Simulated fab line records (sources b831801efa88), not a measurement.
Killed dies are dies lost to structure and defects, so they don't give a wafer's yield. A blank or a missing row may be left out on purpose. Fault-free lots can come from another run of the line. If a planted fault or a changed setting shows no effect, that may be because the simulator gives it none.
fab line records -- flow sky130 -- part 1 of 2: steps 1 to 30 of 43
record lots=5, wafers=15, lastDay=49
route steps=708 shown SONOS_ONO@170 GATE_OXIDE@187 POLY_GATE@204 RES_PROTECT@206
lots that met no fault: from a run of the same line without faults
startH: the number of hours between the record's first day and the start of the first shown wafer of the lot -- waitH: time in hours since the lot's previous step -- " unchanged from the row above -- L1.1+2: several wafers, shown together as one row -- - no value, or no start given -- * or withheld: withheld -- < > ~ a bound
route shown NAME@n: names a module that has steps shown in the file, with the first one's number in the route -- usual: the fault-free wafers' mean and standard deviation -- same: alike in all rows -- chamber/n: place in a boat -- sites: the reading at each site -- _std_site: their standard deviation -- _edge_site: mean of outer sites minus mean of inner sites -- radiusMm: how far each site lies from the wafer's centre -- mask NAME#n: copy n -- behind: the most recent tool/chamber to have shaped the wafer -- hold: reason for holding the lot/hours on hold/outcome of the hold -- device: the n, p or np transistor that did not switch -- end of line: the tests these same wafers got at the end of their route -- a step given without rows: its recipe and nothing more -- killed: dies lost to structure and defects at the first sort, not the wafer's yield -- map: dies across one wafer; x = killed, . = not, _ = none there
set.NAME: the setting that was run; set.NAME@STEP: the one run at that earlier step -- model.NAME: the simulator's own value behind a step, which no gauge read
certain route steps with their lots: each step a table, each wafer a row
services: a tool's chamber out of use, with start hour (startH, from the record's first day; less than 0 if before it), hours out, and reason
## steps
# step SKY_SONOS_ONO_CVD_02
# recipe material=Si3N4, precursor=DCS/NH3, targetThkNm=10.5, tempC=770, timeS=180, pressureMtorr=250
# usual spikeTcUpperC=769.3/1.1
# same timeS=180
lot.wafer,tool,chamber,startH,waitH,spikeTcUpperC
L078.1,lpcvd-02,1,278.24,1.0,770.0
L078.3,lpcvd-02,1,278.24,1.0,768.0
L078.4,lpcvd-02,1,278.24,1.0,769.3
L087.1,lpcvd-02,1,353.76,0.5,766.8
L087.4,lpcvd-02,1,353.76,0.5,769.8
L087.5,lpcvd-02,1,353.76,0.5,769.3
L088.1,lpcvd-02,1,365.63,0.1,770.1
L088.2,lpcvd-02,1,365.63,0.1,769.4
L088.4,lpcvd-02,1,365.63,0.1,766.9
L089.3,lpcvd-02,0,376.29,0.0,768.7
L089.4,lpcvd-02,0,376.29,0.0,769.3
L089.5,lpcvd-02,0,376.29,0.0,770.2
L090.1,lpcvd-02,1,384.76,0.5,768.7
L090.4,lpcvd-02,1,384.76,0.5,769.3
L090.5,lpcvd-02,1,384.76,0.5,767.7
# step SKY_SONOS_ONO_THK_MEAS_03
# recipe reads=Si3N4_of_SONOS_ONO_CVD_02
# usual SONOS_ONO_CVD_02_THK=10.57/0.13
lot.wafer,tool,chamber,startH,waitH,SONOS_ONO_CVD_02_THK[nm]
L078.1,filmMetro-02,-,279.29,0.0,10.64
L078.3,filmMetro-02,-,279.29,0.0,10.62
L078.4,filmMetro-02,-,279.29,0.0,10.61
L087.1,filmMetro-03,-,354.81,0.0,10.48
L087.4,filmMetro-03,-,354.81,0.0,10.47
L087.5,filmMetro-03,-,354.81,0.0,10.35
L088.1,filmMetro-04,-,366.68,0.0,10.47
L088.2,filmMetro-04,-,366.68,0.0,10.53
L088.4,filmMetro-04,-,366.68,0.0,10.45
L089.3,filmMetro-04,-,377.36,0.0,10.33
L089.4,filmMetro-04,-,377.36,0.0,10.34
L089.5,filmMetro-04,-,377.36,0.0,10.39
L090.1,filmMetro-03,-,385.81,0.0,10.45
L090.4,filmMetro-03,-,385.81,0.0,10.56
L090.5,filmMetro-03,-,385.81,0.0,10.45
# step SKY_SONOS_ONO_CVD_04
# recipe material=SiO2, precursor=SiH4/N2O, targetThkNm=5.7199, tempC=900, pressureMtorr=400
# usual spikeTcUpperC=899.9/1.6
# same timeS=900
lot.wafer,tool,chamber,startH,waitH,spikeTcUpperC
L078.1,lpcvd-03,0,279.35,0.1,900.2
L078.3,lpcvd-03,0,279.35,0.1,902.3
L078.4,lpcvd-03,0,279.35,0.1,901.5
L087.1,lpcvd-03,1,354.87,0.1,896.0
L087.4,lpcvd-03,1,354.87,0.1,898.1
L087.5,lpcvd-03,1,354.87,0.1,898.6
L088.1,lpcvd-03,0,366.74,0.1,901.3
L088.2,lpcvd-03,0,366.74,0.1,901.4
L088.4,lpcvd-03,0,366.74,0.1,901.4
L089.3,lpcvd-03,0,377.40,0.0,900.2
L089.4,lpcvd-03,0,377.40,0.0,900.4
L089.5,lpcvd-03,0,377.40,0.0,899.9
L090.1,lpcvd-03,1,385.87,0.1,900.0
L090.4,lpcvd-03,1,385.87,0.1,899.2
L090.5,lpcvd-03,1,385.87,0.1,899.3
# step SKY_SONOS_ONO_THK_MEAS_05
# recipe reads=SiO2_of_SONOS_ONO_CVD_04
# usual SONOS_ONO_CVD_04_THK=5.75/0.12
lot.wafer,tool,chamber,startH,waitH,SONOS_ONO_CVD_04_THK[nm]
L078.1,filmMetro-04,-,280.60,0.0,5.75
L078.3,filmMetro-04,-,280.60,0.0,5.92
L078.4,filmMetro-04,-,280.60,0.0,6.00
L087.1,filmMetro-04,-,356.12,0.0,5.92
L087.4,filmMetro-04,-,356.12,0.0,5.91
L087.5,filmMetro-04,-,356.12,0.0,5.89
L088.1,filmMetro-02,-,367.99,0.0,5.94
L088.2,filmMetro-02,-,367.99,0.0,6.01
L088.4,filmMetro-02,-,367.99,0.0,5.87
L089.3,filmMetro-02,-,378.67,0.0,5.75
L089.4,filmMetro-02,-,378.67,0.0,5.81
L089.5,filmMetro-02,-,378.67,0.0,5.77
L090.1,filmMetro-03,-,387.12,0.0,5.80
L090.4,filmMetro-03,-,387.12,0.0,5.79
L090.5,filmMetro-03,-,387.12,0.0,5.84
# step SKY_SONOS_ONO_DEHYDRATE_06
# recipe tempC=200, timeS=60
# same timeS=60
lot.wafer,tool,chamber,startH,waitH
L078.1+3+4,lithoTrack-03,0,292.70,12.1
L087.1+4+5,lithoTrack-01,0,369.67,13.5
L088.1+2+4,lithoTrack-01,0,381.37,13.4
L089.3+4+5,lithoTrack-03,0,392.75,14.1
L090.1+4+5,lithoTrack-03,0,400.40,13.3
# step SKY_SONOS_ONO_HMDS_07
# recipe primeTimeS=60, primeTempC=120
lot.wafer,tool,chamber,startH,waitH
L078.1+3+4,lithoTrack-03,0,292.85,0.1
L087.1+4+5,lithoTrack-01,0,369.82,0.1
L088.1+2+4,lithoTrack-01,0,381.52,0.1
L089.3+4+5,lithoTrack-03,0,392.90,0.1
L090.1+4+5,lithoTrack-03,0,400.55,0.1
# step SKY_SONOS_ONO_COAT_08
# recipe resist=NOVOLAK, spinRpm=3000, resistThkNm=1140
lot.wafer,tool,chamber,startH,waitH
L078.1+3+4,lithoTrack-03,0,293.00,0.1
L087.1+4+5,lithoTrack-01,0,369.97,0.1
L088.1+2+4,lithoTrack-01,0,381.67,0.1
L089.3+4+5,lithoTrack-03,0,393.05,0.1
L090.1+4+5,lithoTrack-03,0,400.70,0.1
# step SKY_SONOS_ONO_SOFTBAKE_09
# recipe tempC=90, timeS=60, resist=NOVOLAK
# same timeS=60
lot.wafer,tool,chamber,startH,waitH
L078.1+3+4,lithoTrack-03,0,293.15,0.1
L087.1+4+5,lithoTrack-01,0,370.12,0.1
L088.1+2+4,lithoTrack-01,0,381.82,0.1
L089.3+4+5,lithoTrack-03,0,393.20,0.1
L090.1+4+5,lithoTrack-03,0,400.85,0.1
# step SKY_SONOS_ONO_EXPOSE_10
# recipe maskId=ONOM, targetCdNm=410, na=0.6, sourceShape=conventional, sigmaOuter=0.6, doseMj=150
lot.wafer,tool,chamber,startH,waitH,mask
L078.1+3+4,ilineStepper-02,0,-,-,ONOM#0
L087.1+4+5,ilineStepper-02,0,-,-,ONOM#0
L088.1+2+4,ilineStepper-02,0,-,-,ONOM#0
L089.3+4+5,ilineStepper-02,0,-,-,ONOM#0
L090.1+4+5,ilineStepper-02,0,-,-,ONOM#0
# step SKY_SONOS_ONO_PEB_11
# recipe tempC=withheld, timeS=*, resist=NOVOLAK
# same timeS=*
lot.wafer,tool,chamber,startH,waitH
L078.1+3+4,lithoTrack-03,0,-,-
L087.1+4+5,lithoTrack-02,0,-,-
L088.1+2+4,lithoTrack-02,0,-,-
L089.3+4+5,lithoTrack-03,0,-,-
L090.1+4+5,lithoTrack-03,0,-,-
# step SKY_SONOS_ONO_DEVELOP_12
# recipe developTimeS=60, devTempC=23
lot.wafer,tool,chamber,startH,waitH
L078.1+3+4,lithoTrack-03,0,306.45,0.1
L087.1+4+5,lithoTrack-02,0,384.55,0.1
L088.1+2+4,lithoTrack-02,0,395.80,0.1
L089.3+4+5,lithoTrack-03,0,407.45,0.1
L090.1+4+5,lithoTrack-03,0,415.70,0.1
# step SKY_SONOS_ONO_CD_MEAS_13
# recipe targetCdNm=410
# usual cdNm=408.8/2.9
lot.wafer,tool,chamber,startH,waitH,cdNm
L078.1,cdSem-02,-,306.60,0.1,405.9
L078.3,cdSem-02,-,306.60,0.1,406.4
L078.4,cdSem-02,-,306.60,0.1,405.8
L087.1,cdSem-01,-,384.70,0.1,405.8
L087.4,cdSem-01,-,384.70,0.1,405.1
L087.5,cdSem-01,-,384.70,0.1,404.9
L088.1,cdSem-02,-,395.95,0.1,407.5
L088.2,cdSem-02,-,395.95,0.1,410.0
L088.4,cdSem-02,-,395.95,0.1,409.0
L089.3,cdSem-02,-,407.59,0.1,408.9
L089.4,cdSem-02,-,407.59,0.1,410.3
L089.5,cdSem-02,-,407.59,0.1,408.7
L090.1,cdSem-02,-,415.85,0.1,408.9
L090.4,cdSem-02,-,415.85,0.1,411.7
L090.5,cdSem-02,-,415.85,0.1,412.8
# step SKY_SONOS_ONO_OVL_MEAS_14
# usual SONOS_ONO_OVL=-0.5/1.2
lot.wafer,tool,chamber,startH,waitH,SONOS_ONO_OVL[nm]
L078.1,overlay-01,-,306.72,0.1,-1.8
L078.3,overlay-01,-,306.72,0.1,1.5
L078.4,overlay-01,-,306.72,0.1,-1.9
L087.1,overlay-02,-,384.82,0.1,-2.0
L087.4,overlay-02,-,384.82,0.1,-1.4
L087.5,overlay-02,-,384.82,0.1,-1.9
L088.1,overlay-01,-,396.07,0.1,-0.8
L088.2,overlay-01,-,396.07,0.1,0.6
L088.4,overlay-01,-,396.07,0.1,2.0
L089.3,overlay-02,-,407.68,0.1,-1.0
L089.4,overlay-02,-,407.68,0.1,-1.7
L089.5,overlay-02,-,407.68,0.1,-2.4
L090.1,overlay-01,-,415.97,0.1,-0.1
L090.4,overlay-01,-,415.97,0.1,0.4
L090.5,overlay-01,-,415.97,0.1,0.3
# step SKY_SONOS_ONO_ETCH_15
# recipe targetDepthNm=19.52, chemistry=CHF3/O2, sourceW=600, biasW=200, pressureMtorr=40, chf3FlowSccm=50, O2_flow_sccm=5, timeS=7.8
# usual drypumpMotorCurrentA=5.7/0.53, oesProductAu=1.003/0.0097, throttleValvePct=8.827/0.0094
# same timeS=7.8
lot.wafer,tool,chamber,startH,waitH,drypumpMotorCurrentA,oesProductAu,rfHoursCounterH,throttleValvePct
L078.1,rieDiel-01,3,306.76,0.0,6.5,1.002,30,8.821
L078.3,rieDiel-01,1,306.76,0.0,5.1,0.999,46,8.834
L078.4,rieDiel-01,0,306.76,0.0,6.1,0.996,118,8.832
L087.1,rieDiel-02,1,384.85,0.0,5.0,1.016,5,8.819
L087.4,rieDiel-02,3,384.85,0.0,5.4,0.996,10,8.813
L087.5,rieDiel-02,0,384.85,0.0,6.4,1.007,-,8.833
L088.1,rieDiel-03,3,396.10,0.0,5.2,0.994,66,8.820
L088.2,rieDiel-03,1,396.10,0.0,6.2,1.017,6,8.823
L088.4,rieDiel-03,0,396.10,0.0,5.7,1.007,4,8.834
L089.3,rieDiel-02,0,407.71,0.0,6.3,1.023,90,8.839
L089.4,rieDiel-02,1,407.71,0.0,5.0,1.008,-,8.818
L089.5,rieDiel-02,3,407.71,0.0,5.4,0.999,-,8.821
L090.1,rieDiel-01,2,416.01,0.0,6.7,1.005,9,8.830
L090.4,rieDiel-01,2,416.01,0.0,6.7,1.006,-,8.834
L090.5,rieDiel-01,1,416.01,0.0,5.1,0.990,-,8.832
# step SKY_SONOS_ONO_WET_ETCH_16
# recipe chemistry=dHF, targetDepthNm=14, dry=n2Spin, target=SiO2, dilution=100:1, tempC=25, timeS=280
# usual tempC=24.98/0.11
# same timeS=280
lot.wafer,tool,chamber,startH,waitH,tempC
L078.1,wetBench-02,1,306.78,0.0,25.02
L078.3,wetBench-02,1,306.78,0.0,25.14
L078.4,wetBench-02,1,306.78,0.0,25.02
L087.1,wetBench-03,3,384.87,0.0,25.08
L087.4,wetBench-03,3,384.87,0.0,25.04
L087.5,wetBench-03,3,384.87,0.0,24.90
L088.1,wetBench-02,3,396.12,0.0,25.23
L088.2,wetBench-02,3,396.12,0.0,25.14
L088.4,wetBench-02,3,396.12,0.0,25.04
L089.3,wetBench-02,1,407.73,0.0,24.69
L089.4,wetBench-02,1,407.73,0.0,24.80
L089.5,wetBench-02,1,407.73,0.0,24.83
L090.1,wetBench-03,0,416.03,0.0,25.10
L090.4,wetBench-03,0,416.03,0.0,25.16
L090.5,wetBench-03,0,416.03,0.0,24.92
# step SKY_SONOS_ONO_STRIP_17
# recipe chemistry=O2/N2, powerW=1400, pressureMtorr=1500, platenTempC=withheld, o2FlowSccm=3000, n2FlowSccm=300, overashFraction=0.5
# usual drypumpMotorCurrentA=5.5/0.49, oesProductAu=0.710/0.0049, stripTimeToEndpointS=14.11/0.037
lot.wafer,tool,chamber,startH,waitH,drypumpMotorCurrentA,oesProductAu,rfHoursCounterH,stripTimeToEndpointS
L078.1,plasmaAsher-03,0,306.87,0.0,6.0,0.710,63,14.11
L078.3,plasmaAsher-03,1,306.87,0.0,5.9,0.710,-,14.13
L078.4,plasmaAsher-03,0,306.87,0.0,6.0,0.719,-,14.13
L087.1,plasmaAsher-01,1,384.97,0.0,6.1,0.711,56,14.14
L087.4,plasmaAsher-01,0,384.97,0.0,4.9,0.716,-,14.09
L087.5,plasmaAsher-01,0,384.97,0.0,4.8,0.709,-,14.14
L088.1,plasmaAsher-01,1,396.21,0.0,6.1,0.709,57,14.09
L088.2,plasmaAsher-01,0,396.21,0.0,4.9,0.708,57,14.10
L088.4,plasmaAsher-01,0,396.21,0.0,4.9,0.715,-,14.08
L089.3,plasmaAsher-03,1,407.86,0.0,5.9,0.708,-,14.03
L089.4,plasmaAsher-03,0,407.86,0.0,6.0,0.715,-,14.02
L089.5,plasmaAsher-03,1,407.86,0.0,5.9,0.720,-,14.09
L090.1,plasmaAsher-02,1,416.11,0.0,5.5,0.704,70,14.14
L090.4,plasmaAsher-02,1,416.11,0.0,5.5,0.709,-,14.09
L090.5,plasmaAsher-02,1,416.11,0.0,5.5,0.720,-,14.07
# step SKY_SONOS_ONO_WET_ETCH_18
# recipe chemistry=H3PO4, targetDepthNm=15, target=Si3N4, tempC=160, timeS=172
# usual tempC=159.97/0.13
# same timeS=172
lot.wafer,tool,chamber,startH,waitH,tempC
L078.1,wetBench-02,0,306.97,0.1,159.90
L078.3,wetBench-02,0,306.97,0.1,159.86
L078.4,wetBench-02,0,306.97,0.1,159.93
L087.1,wetBench-01,1,385.07,0.1,159.98
L087.4,wetBench-01,1,385.07,0.1,159.99
L087.5,wetBench-01,1,385.07,0.1,160.14
L088.1,wetBench-03,0,396.31,0.1,159.77
L088.2,wetBench-03,0,396.31,0.1,160.10
L088.4,wetBench-03,0,396.31,0.1,159.92
L089.3,wetBench-03,2,407.92,0.0,159.82
L089.4,wetBench-03,2,407.92,0.0,159.68
L089.5,wetBench-03,2,407.92,0.0,159.72
L090.1,wetBench-02,3,416.21,0.1,160.07
L090.4,wetBench-02,3,416.21,0.1,160.06
L090.5,wetBench-02,3,416.21,0.1,159.94
# step SKY_GATE_OXIDE_CLEAN_00
# recipe chemistry=SC1/SC2, mix=1:4:20, tempC=70, timeS=150, dry=n2Spin
# usual tempC=70.00/0.11
# same timeS=150
lot.wafer,tool,chamber,startH,waitH,tempC
L078.1,wetBench-01,1,307.02,0.0,70.19
L078.3,wetBench-01,1,307.02,0.0,70.04
L078.4,wetBench-01,1,307.02,0.0,70.03
L087.1,wetBench-02,3,385.19,0.0,69.98
L087.4,wetBench-02,3,385.19,0.0,70.01
L087.5,wetBench-02,3,385.19,0.0,69.97
L088.1,wetBench-02,1,396.37,0.0,69.95
L088.2,wetBench-02,1,396.37,0.0,69.89
L088.4,wetBench-02,1,396.37,0.0,69.98
L089.3,wetBench-02,2,407.98,0.0,69.94
L089.4,wetBench-02,2,407.98,0.0,69.93
L089.5,wetBench-02,2,407.98,0.0,70.00
L090.1,wetBench-03,0,416.27,0.0,69.97
L090.4,wetBench-03,0,416.27,0.0,69.98
L090.5,wetBench-03,0,416.27,0.0,69.82
# step SKY_GATE_OXIDE_OXIDATION_01
# recipe tempC=900, ambient=O2, stabiliseS=600, purgeS=300, targetThkA=102.68, oxTimeS=1473
# usual spikeTcUpperC=899.3/1.1
lot.wafer,tool,chamber,startH,waitH,spikeTcUpperC
L078.1,furnace-01,0,307.46,0.4,899.6
L078.3,furnace-01,0,307.46,0.4,899.2
L078.4,furnace-01,0,307.46,0.4,899.7
L087.1,furnace-02,0,385.76,0.5,899.9
L087.4,furnace-02,0,385.76,0.5,901.0
L087.5,furnace-02,0,385.76,0.5,899.6
L088.1,furnace-01,0,398.30,1.9,897.4
L088.2,furnace-01,0,398.30,1.9,897.0
L088.4,furnace-01,0,398.30,1.9,899.8
L089.3,furnace-01,0,408.94,0.9,899.1
L089.4,furnace-01,0,408.94,0.9,900.0
L089.5,furnace-01,0,408.94,0.9,899.7
L090.1,furnace-01,0,417.22,0.9,900.8
L090.4,furnace-01,0,417.22,0.9,899.5
L090.5,furnace-01,0,417.22,0.9,899.5
# step SKY_GATE_OXIDE_THK_MEAS_02
# recipe reads=SiO2_of_GATE_OXIDE_OXIDATION_01
# usual GATE_OXIDE_OXIDATION_00_THK=10.37/0.21
lot.wafer,tool,chamber,startH,waitH,GATE_OXIDE_OXIDATION_00_THK[nm]
L078.1,filmMetro-03,-,308.87,0.0,10.87
L078.3,filmMetro-03,-,308.87,0.0,10.91
L078.4,filmMetro-03,-,308.87,0.0,10.75
L087.1,filmMetro-02,-,387.17,0.0,9.98
L087.4,filmMetro-02,-,387.17,0.0,10.36
L087.5,filmMetro-02,-,387.17,0.0,10.18
L088.1,filmMetro-01,-,399.71,0.0,10.59
L088.2,filmMetro-01,-,399.71,0.0,10.87
L088.4,filmMetro-01,-,399.71,0.0,10.57
L089.3,filmMetro-01,-,410.37,0.0,10.58
L089.4,filmMetro-01,-,410.37,0.0,10.36
L089.5,filmMetro-01,-,410.37,0.0,10.49
L090.1,filmMetro-03,-,418.63,0.0,10.30
L090.4,filmMetro-03,-,418.63,0.0,10.33
L090.5,filmMetro-03,-,418.63,0.0,10.29
# step SKY_GATE_OXIDE_DEHYDRATE_03
# recipe tempC=200, timeS=60
# same timeS=60
lot.wafer,tool,chamber,startH,waitH
L078.1+3+4,lithoTrack-02,0,320.70,11.8
L087.1+4+5,lithoTrack-03,0,401.00,13.8
L088.1+2+4,lithoTrack-04,0,413.97,14.3
L089.3+4+5,lithoTrack-02,0,425.05,14.7
L090.1+4+5,lithoTrack-02,0,433.00,14.4
# step SKY_GATE_OXIDE_HMDS_04
# recipe primeTimeS=60, primeTempC=120
lot.wafer,tool,chamber,startH,waitH
L078.1+3+4,lithoTrack-02,0,320.85,0.1
L087.1+4+5,lithoTrack-03,0,401.15,0.1
L088.1+2+4,lithoTrack-04,0,414.12,0.1
L089.3+4+5,lithoTrack-02,0,425.20,0.1
L090.1+4+5,lithoTrack-02,0,433.15,0.1
# step SKY_GATE_OXIDE_COAT_05
# recipe resist=NOVOLAK, spinRpm=3000, resistThkNm=1140
lot.wafer,tool,chamber,startH,waitH
L078.1+3+4,lithoTrack-02,0,321.00,0.1
L087.1+4+5,lithoTrack-03,0,401.30,0.1
L088.1+2+4,lithoTrack-04,0,414.27,0.1
L089.3+4+5,lithoTrack-02,0,425.35,0.1
L090.1+4+5,lithoTrack-02,0,433.30,0.1
# step SKY_GATE_OXIDE_SOFTBAKE_06
# recipe tempC=90, timeS=60, resist=NOVOLAK
# same timeS=60
lot.wafer,tool,chamber,startH,waitH
L078.1+3+4,lithoTrack-02,0,321.15,0.1
L087.1+4+5,lithoTrack-03,0,401.45,0.1
L088.1+2+4,lithoTrack-04,0,414.42,0.1
L089.3+4+5,lithoTrack-02,0,425.50,0.1
L090.1+4+5,lithoTrack-02,0,433.45,0.1
# step SKY_GATE_OXIDE_EXPOSE_07
# recipe maskId=LVOM, na=0.6, sourceShape=conventional, sigmaOuter=0.6, polarization=unpolarized, targetCdNm=600, doseMj=170
lot.wafer,tool,chamber,startH,waitH,mask
L078.1+3+4,ilineStepper-02,0,-,-,LVOM#0
L087.1+4+5,ilineStepper-01,0,-,-,LVOM#0
L088.1+2+4,ilineStepper-01,0,-,-,LVOM#0
L089.3+4+5,ilineStepper-02,0,-,-,LVOM#0
L090.1+4+5,ilineStepper-01,0,-,-,LVOM#0
# step SKY_GATE_OXIDE_PEB_08
# recipe tempC=withheld, timeS=*, resist=NOVOLAK
# same timeS=*
lot.wafer,tool,chamber,startH,waitH
L078.1+3+4,lithoTrack-04,0,-,-
L087.1+4+5,lithoTrack-04,0,-,-
L088.1+2+4,lithoTrack-02,0,-,-
L089.3+4+5,lithoTrack-04,0,-,-
L090.1+4+5,lithoTrack-03,0,-,-
# step SKY_GATE_OXIDE_DEVELOP_09
# recipe resist=NOVOLAK, developer=TMAH, developTimeS=60, devTempC=23
lot.wafer,tool,chamber,startH,waitH
L078.1+3+4,lithoTrack-04,0,334.37,0.1
L087.1+4+5,lithoTrack-04,0,416.57,0.1
L088.1+2+4,lithoTrack-02,0,429.55,0.1
L089.3+4+5,lithoTrack-04,0,440.12,0.1
L090.1+4+5,lithoTrack-03,0,448.95,0.1
# step SKY_GATE_OXIDE_OVL_MEAS_10
# usual GATE_OXIDE_OVL=-0.1/1.5
lot.wafer,tool,chamber,startH,waitH,GATE_OXIDE_OVL[nm]
L078.1,overlay-02,-,334.52,0.1,2.2
L078.3,overlay-02,-,334.52,0.1,0.2
L078.4,overlay-02,-,334.52,0.1,0.3
L087.1,overlay-01,-,416.72,0.1,1.3
L087.4,overlay-01,-,416.72,0.1,1.4
L087.5,overlay-01,-,416.72,0.1,2.0
L088.1,overlay-01,-,429.70,0.1,-1.1
L088.2,overlay-01,-,429.70,0.1,-0.3
L088.4,overlay-01,-,429.70,0.1,-0.2
L089.3,overlay-02,-,440.23,0.1,-1.8
L089.4,overlay-02,-,440.23,0.1,-2.4
L089.5,overlay-02,-,440.23,0.1,-0.4
L090.1,overlay-02,-,449.10,0.1,-0.3
L090.4,overlay-02,-,449.10,0.1,-2.4
L090.5,overlay-02,-,449.10,0.1,-0.1
# step SKY_GATE_OXIDE_IMPLANT_11
# recipe species=B, energyKev=10, doseCm2=2.636e+12, tiltDeg=withheld
# usual beamEnergyKeV=10.000/0.0031, endStationPressureTorr=5.02e-06/2.9e-07
lot.wafer,tool,chamber,startH,waitH,beamEnergyKeV,endStationPressureTorr
L078.1,implanter-01,0,334.56,0.0,10.001,5.23e-06
L078.3,implanter-01,0,334.56,0.0,9.998,5.21e-06
L078.4,implanter-01,0,334.56,0.0,10.003,5.09e-06
L087.1,implanter-02,0,416.82,0.1,10.001,5.12e-06
L087.4,implanter-02,0,416.82,0.1,10.005,4.63e-06
L087.5,implanter-02,0,416.82,0.1,10.001,5.16e-06
L088.1,implanter-03,0,429.73,0.0,10.001,4.87e-06
L088.2,implanter-03,0,429.73,0.0,9.996,4.98e-06
L088.4,implanter-03,0,429.73,0.0,9.998,4.44e-06
L089.3,implanter-03,0,440.31,0.1,9.997,4.91e-06
L089.4,implanter-03,0,440.31,0.1,9.998,5.27e-06
L089.5,implanter-03,0,440.31,0.1,10.002,5.03e-06
L090.1,implanter-02,0,449.14,0.0,10.006,4.74e-06
L090.4,implanter-02,0,449.14,0.0,10.000,4.98e-06
L090.5,implanter-02,0,449.14,0.0,10.002,5.13e-06
# step SKY_GATE_OXIDE_WET_ETCH_12
# recipe chemistry=dHF, targetDepthNm=16.8, dry=n2Spin, target=SiO2, dilution=100:1, tempC=25, timeS=336
# usual tempC=25.00/0.12
# same timeS=336
lot.wafer,tool,chamber,startH,waitH,tempC
L078.1,wetBench-01,1,334.71,0.1,25.21
L078.3,wetBench-01,1,334.71,0.1,24.97
L078.4,wetBench-01,1,334.71,0.1,25.04
L087.1,wetBench-03,2,416.97,0.1,25.05
L087.4,wetBench-03,2,416.97,0.1,25.00
L087.5,wetBench-03,2,416.97,0.1,24.81
L088.1,wetBench-03,2,429.88,0.1,24.85
L088.2,wetBench-03,2,429.88,0.1,24.81
L088.4,wetBench-03,2,429.88,0.1,24.78
L089.3,wetBench-01,2,440.41,0.1,24.97
L089.4,wetBench-01,2,440.41,0.1,24.90
L089.5,wetBench-01,2,440.41,0.1,25.02
L090.1,wetBench-03,0,449.29,0.1,24.95
L090.4,wetBench-03,0,449.29,0.1,25.03
L090.5,wetBench-03,0,449.29,0.1,25.03
